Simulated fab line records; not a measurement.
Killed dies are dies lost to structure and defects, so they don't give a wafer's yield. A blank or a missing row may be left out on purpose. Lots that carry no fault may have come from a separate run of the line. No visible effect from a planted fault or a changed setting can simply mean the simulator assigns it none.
What tool caused it? || flow gf180mcu || 14 lots with 42 wafers sampled at 5 steps, on a route of 602 steps

## WHAT THE GAUGES SHOWED, per wafer
GF_HV_LDD_TW_MEAS_11. Usual: HV_LDD_TW typically reads 2405, with standard deviation 21.
{"lot": "L900", "measured": "day 10 02:29", "on": "film_metro-04", "HV_LDD_TW": "2387 2382 2385", "flag": ""}
{"lot": "L902", "measured": "day 10 16:05", "on": "film_metro-02", "HV_LDD_TW": "2428 2437 2428", "flag": ""}
{"lot": "L901", "measured": "day 10 19:18", "on": "film_metro-04", "HV_LDD_TW": "2371 2383 2382", "flag": ""}
{"lot": "L904", "measured": "day 11 09:30", "on": "film_metro-02", "HV_LDD_TW": "2423 2413 2412", "flag": ""}
{"lot": "L905", "measured": "day 11 14:34", "on": "film_metro-02", "HV_LDD_TW": "2420 2416 2412", "flag": ""}
{"lot": "L906", "measured": "day 12 03:43", "on": "film_metro-03", "HV_LDD_TW": "2370 2368 2376", "flag": ""}
{"lot": "L909", "measured": "day 12 19:05", "on": "film_metro-03", "HV_LDD_TW": "2367 2371 2379", "flag": ""}
{"lot": "L910", "measured": "day 13 08:20", "on": "film_metro-02", "HV_LDD_TW": "2423 2417 2416", "flag": ""}
{"lot": "L911", "measured": "day 13 17:40", "on": "film_metro-04", "HV_LDD_TW": "2391 2407 2376", "flag": ""}
{"lot": "L912", "measured": "day 13 17:59", "on": "film_metro-02", "HV_LDD_TW": "2415 2428 2442", "flag": ""}
{"lot": "L913", "measured": "day 14 04:55", "on": "film_metro-02", "HV_LDD_TW": "2414 2433 2428", "flag": ""}
{"lot": "L920", "measured": "day 16 09:58", "on": "film_metro-03", "HV_LDD_TW": "2401 2389 2380", "flag": ""}
{"lot": "L922", "measured": "day 16 18:27", "on": "film_metro-04", "HV_LDD_TW": "2421 2403 2403", "flag": ""}
{"lot": "L923", "measured": "day 17 06:58", "on": "film_metro-04", "HV_LDD_TW": "2403 2406 2416", "flag": ""}

GF_NSD_TW_MEAS_12. Usual: NSD_TW typically reads 4243, with standard deviation 44.
{"lot": "L900", "measured": "day 13 10:17", "on": "film_metro-04", "NSD_TW": "4235 4238 4236", "flag": ""}
{"lot": "L902", "measured": "day 14 00:53", "on": "film_metro-01", "NSD_TW": "4274 4282 4285", "flag": ""}
{"lot": "L901", "measured": "day 14 05:44", "on": "film_metro-03", "NSD_TW": "4200 4206 4199", "flag": ""}
{"lot": "L904", "measured": "day 14 22:33", "on": "film_metro-04", "NSD_TW": "4234 4251 4271", "flag": ""}
{"lot": "L905", "measured": "day 15 02:17", "on": "film_metro-01", "NSD_TW": "4299 4313 4294", "flag": ""}
{"lot": "L906", "measured": "day 15 18:19", "on": "film_metro-04", "NSD_TW": "4254 4244 4224", "flag": ""}
{"lot": "L909", "measured": "day 16 11:39", "on": "film_metro-03", "NSD_TW": "4195 4201 4194", "flag": ""}
{"lot": "L910", "measured": "day 17 02:19", "on": "film_metro-01", "NSD_TW": "4290 4314 4278", "flag": ""}
{"lot": "L911", "measured": "day 17 13:05", "on": "film_metro-04", "NSD_TW": "4254 4239 4251", "flag": ""}
{"lot": "L912", "measured": "day 17 15:22", "on": "film_metro-03", "NSD_TW": "4166 4183 4172", "flag": ""}
{"lot": "L913", "measured": "day 18 00:16", "on": "film_metro-04", "NSD_TW": "4240 4235 4217", "flag": ""}
{"lot": "L920", "measured": "day 20 12:18", "on": "film_metro-03", "NSD_TW": "30 30 30", "flag": "OFF"}
{"lot": "L922", "measured": "day 20 22:41", "on": "film_metro-01", "NSD_TW": "30 30 30", "flag": "OFF"}
{"lot": "L923", "measured": "day 21 11:55", "on": "film_metro-01", "NSD_TW": "4263 4275 4280", "flag": ""}

GF_PSD_OVL_MEAS_08. Usual: PSD_OVL typically reads 0.9 nm, with standard deviation 1.3.
{"lot": "L900", "measured": "day 14 07:01", "on": "overlay-01", "PSD_OVL (nm)": "1.0 0.9 0.8", "flag": ""}
{"lot": "L902", "measured": "day 14 22:04", "on": "overlay-01", "PSD_OVL (nm)": "3.0 1.2 0.6", "flag": ""}
{"lot": "L901", "measured": "day 15 03:07", "on": "overlay-01", "PSD_OVL (nm)": "0.5 2.0 0.7", "flag": ""}
{"lot": "L904", "measured": "day 15 19:49", "on": "overlay-01", "PSD_OVL (nm)": "-0.1 -0.7 -0.4", "flag": ""}
{"lot": "L905", "measured": "day 15 23:29", "on": "overlay-01", "PSD_OVL (nm)": "0.4 1.9 2.4", "flag": ""}
{"lot": "L906", "measured": "day 16 16:49", "on": "overlay-01", "PSD_OVL (nm)": "-0.9 1.1 -0.6", "flag": ""}
{"lot": "L909", "measured": "day 17 10:02", "on": "overlay-01", "PSD_OVL (nm)": "-1.5 2.2 1.4", "flag": ""}
{"lot": "L910", "measured": "day 18 01:23", "on": "overlay-01", "PSD_OVL (nm)": "0.8 -1.4 0.1", "flag": ""}
{"lot": "L911", "measured": "day 18 12:34", "on": "overlay-02", "PSD_OVL (nm)": "1.4 0.8 1.7", "flag": ""}
{"lot": "L912", "measured": "day 18 15:05", "on": "overlay-02", "PSD_OVL (nm)": "-2.0 0.4 2.7", "flag": ""}
{"lot": "L913", "measured": "day 18 23:05", "on": "overlay-01", "PSD_OVL (nm)": "-0.1 1.5 -0.3", "flag": ""}
{"lot": "L920", "measured": "day 21 12:32", "on": "overlay-02", "PSD_OVL (nm)": "0.5 2.2 -0.5", "flag": ""}
{"lot": "L922", "measured": "day 21 23:26", "on": "overlay-02", "PSD_OVL (nm)": "1.1 0.5 1.4", "flag": ""}
{"lot": "L923", "measured": "day 22 10:29", "on": "overlay-01", "PSD_OVL (nm)": "0.2 1.9 1.3", "flag": ""}

## EACH LOT AND THE TOOL THAT RAN IT (in order: tool; ch and the chambers of the sampled wafers; start)
{"lot": "L900", "GF_HV_LDD_STRIP_37": "plasma_asher-03 ch 0,1, day 11 15:49", "GF_NSD_DEVELOP_06": "litho_track-02 ch 0, day 13 09:35"}
{"lot": "L902", "GF_HV_LDD_STRIP_37": "plasma_asher-03 ch 0,1, day 12 05:58", "GF_NSD_DEVELOP_06": "litho_track-02 ch 0, day 14 00:11"}
{"lot": "L901", "GF_HV_LDD_STRIP_37": "plasma_asher-02 ch 0, day 12 09:58", "GF_NSD_DEVELOP_06": "litho_track-04 ch 0, day 14 05:02"}
{"lot": "L904", "GF_HV_LDD_STRIP_37": "plasma_asher-02 ch 0,1, day 13 00:25", "GF_NSD_DEVELOP_06": "litho_track-01 ch 0, day 14 21:51"}
{"lot": "L905", "GF_HV_LDD_STRIP_37": "plasma_asher-04 ch 0,1, day 13 05:23", "GF_NSD_DEVELOP_06": "litho_track-04 ch 0, day 15 01:35"}
{"lot": "L906", "GF_HV_LDD_STRIP_37": "plasma_asher-04 ch 0,1, day 13 19:57", "GF_NSD_DEVELOP_06": "litho_track-04 ch 0, day 15 17:37"}
{"lot": "L909", "GF_HV_LDD_STRIP_37": "plasma_asher-02 ch 0,1, day 14 13:04", "GF_NSD_DEVELOP_06": "litho_track-04 ch 0, day 16 10:59"}
{"lot": "L910", "GF_HV_LDD_STRIP_37": "plasma_asher-02 ch 0,1, day 15 02:43", "GF_NSD_DEVELOP_06": "litho_track-02 ch 0, day 17 01:40"}
{"lot": "L911", "GF_HV_LDD_STRIP_37": "plasma_asher-02 ch 0,1, day 15 12:35", "GF_NSD_DEVELOP_06": "litho_track-02 ch 0, day 17 12:23"}
{"lot": "L912", "GF_HV_LDD_STRIP_37": "plasma_asher-04 ch 0,1, day 15 13:31", "GF_NSD_DEVELOP_06": "litho_track-01 ch 0, day 17 14:42"}
{"lot": "L913", "GF_HV_LDD_STRIP_37": "plasma_asher-02 ch 0, day 15 23:09", "GF_NSD_DEVELOP_06": "litho_track-01 ch 0, day 17 23:33"}
{"lot": "L920", "GF_HV_LDD_STRIP_37": "plasma_asher-03 ch 0,1, day 18 09:05", "GF_NSD_DEVELOP_06": "litho_track-02 ch 0, day 20 11:38"}
{"lot": "L922", "GF_HV_LDD_STRIP_37": "plasma_asher-02 ch 0,1, day 18 18:38", "GF_NSD_DEVELOP_06": "litho_track-02 ch 0, day 20 21:59"}
{"lot": "L923", "GF_HV_LDD_STRIP_37": "plasma_asher-04 ch 0,1, day 19 07:16", "GF_NSD_DEVELOP_06": "litho_track-01 ch 0, day 21 11:14"}
- GF_HV_LDD_STRIP_37: strips in O2/N2.
- GF_NSD_DEVELOP_06: develop time 60 s.

## WHAT THE TOOLS THEMSELVES READ (means of the sampled wafers that have a number; where no wafer has one, the mark that the record gives instead)
GF_HV_LDD_STRIP_37. Usual: drypump_motor_current_A 5.59 A, standard deviation 0.12; heater_power_w 332 W, standard deviation 34; oes_product_au 0.716 a.u., standard deviation 0.0046; strip_time_to_endpoint_s 12.65 s, standard deviation 0.033.
{"lot": "L900", "tool": "plasma_asher-03", "drypump_motor_current_A (A)": 5.59, "heater_power_w (W)": 386, "oes_product_au (a.u.)": 0.715, "strip_time_to_endpoint_s (s)": 12.64, "flag": ""}
{"lot": "L902", "tool": "plasma_asher-03", "drypump_motor_current_A (A)": 5.58, "heater_power_w (W)": 383, "oes_product_au (a.u.)": 0.715, "strip_time_to_endpoint_s (s)": 12.56, "flag": ""}
{"lot": "L901", "tool": "plasma_asher-02", "drypump_motor_current_A (A)": 5.52, "heater_power_w (W)": 336, "oes_product_au (a.u.)": 0.718, "strip_time_to_endpoint_s (s)": 12.70, "flag": ""}
{"lot": "L904", "tool": "plasma_asher-02", "drypump_motor_current_A (A)": 5.59, "heater_power_w (W)": 300, "oes_product_au (a.u.)": 0.713, "strip_time_to_endpoint_s (s)": 12.63, "flag": ""}
{"lot": "L905", "tool": "plasma_asher-04", "drypump_motor_current_A (A)": 5.69, "heater_power_w (W)": 332, "oes_product_au (a.u.)": 0.714, "strip_time_to_endpoint_s (s)": 12.63, "flag": ""}
{"lot": "L906", "tool": "plasma_asher-04", "drypump_motor_current_A (A)": 5.66, "heater_power_w (W)": 332, "oes_product_au (a.u.)": 0.715, "strip_time_to_endpoint_s (s)": 12.70, "flag": ""}
{"lot": "L909", "tool": "plasma_asher-02", "drypump_motor_current_A (A)": 5.59, "heater_power_w (W)": 305, "oes_product_au (a.u.)": 0.719, "strip_time_to_endpoint_s (s)": 12.65, "flag": ""}
{"lot": "L910", "tool": "plasma_asher-02", "drypump_motor_current_A (A)": 5.55, "heater_power_w (W)": 303, "oes_product_au (a.u.)": 0.716, "strip_time_to_endpoint_s (s)": 12.65, "flag": ""}
{"lot": "L911", "tool": "plasma_asher-02", "drypump_motor_current_A (A)": 5.54, "heater_power_w (W)": 314, "oes_product_au (a.u.)": 0.716, "strip_time_to_endpoint_s (s)": 12.66, "flag": ""}
{"lot": "L912", "tool": "plasma_asher-04", "drypump_motor_current_A (A)": 5.69, "heater_power_w (W)": 337, "oes_product_au (a.u.)": 0.720, "strip_time_to_endpoint_s (s)": 12.62, "flag": ""}
{"lot": "L913", "tool": "plasma_asher-02", "drypump_motor_current_A (A)": 5.52, "heater_power_w (W)": 328, "oes_product_au (a.u.)": 0.717, "strip_time_to_endpoint_s (s)": 12.67, "flag": ""}
{"lot": "L920", "tool": "plasma_asher-03", "drypump_motor_current_A (A)": 5.58, "heater_power_w (W)": 382, "oes_product_au (a.u.)": 0.717, "strip_time_to_endpoint_s (s)": 12.67, "flag": ""}
{"lot": "L922", "tool": "plasma_asher-02", "drypump_motor_current_A (A)": 5.60, "heater_power_w (W)": 301, "oes_product_au (a.u.)": 0.716, "strip_time_to_endpoint_s (s)": 12.64, "flag": ""}
{"lot": "L923", "tool": "plasma_asher-04", "drypump_motor_current_A (A)": 5.57, "heater_power_w (W)": 319, "oes_product_au (a.u.)": 0.716, "strip_time_to_endpoint_s (s)": 12.64, "flag": ""}

## THE ANSWER, worked out from the rows above alone
Rule: take the mean of a lot's wafers that have a number; if it is more than 3 standard deviations from the usual mean, the lot is off. Also off: a lot with no number at a reading for which 4 or more lots have one. All remaining lots with rows at the step are treated as sound. First the gauges in route order, then the tools' own readings, where a lot's mean is used as printed above. The first step at which some lot is off is used, and at that step the reading that is off furthest; a lot without a number counts as furthest.
Off: L920, L922, seen at GF_NSD_TW_MEAS_12 (NSD_TW).
If a tool, at a process step before that reading, ran all the lots that are off and no sound lot after the first of them, it fits. The gauges at GF_NSD_TW_MEAS_12 are tried like those tools. One fits: GF_NSD_DEVELOP_06 on litho_track-02. Its last sound lot is L911 (day 17 12:23), its first lot that is off L920 (day 20 11:38): a fault that began between those two fits.

## WHAT WAS PUT IN BY THE SIMULATOR
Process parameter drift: litho_track-02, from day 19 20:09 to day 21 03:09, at GF_NSD_DEVELOP_06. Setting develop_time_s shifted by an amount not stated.
Struck lots among those shown: L920, L922. The same result came from the rule above.
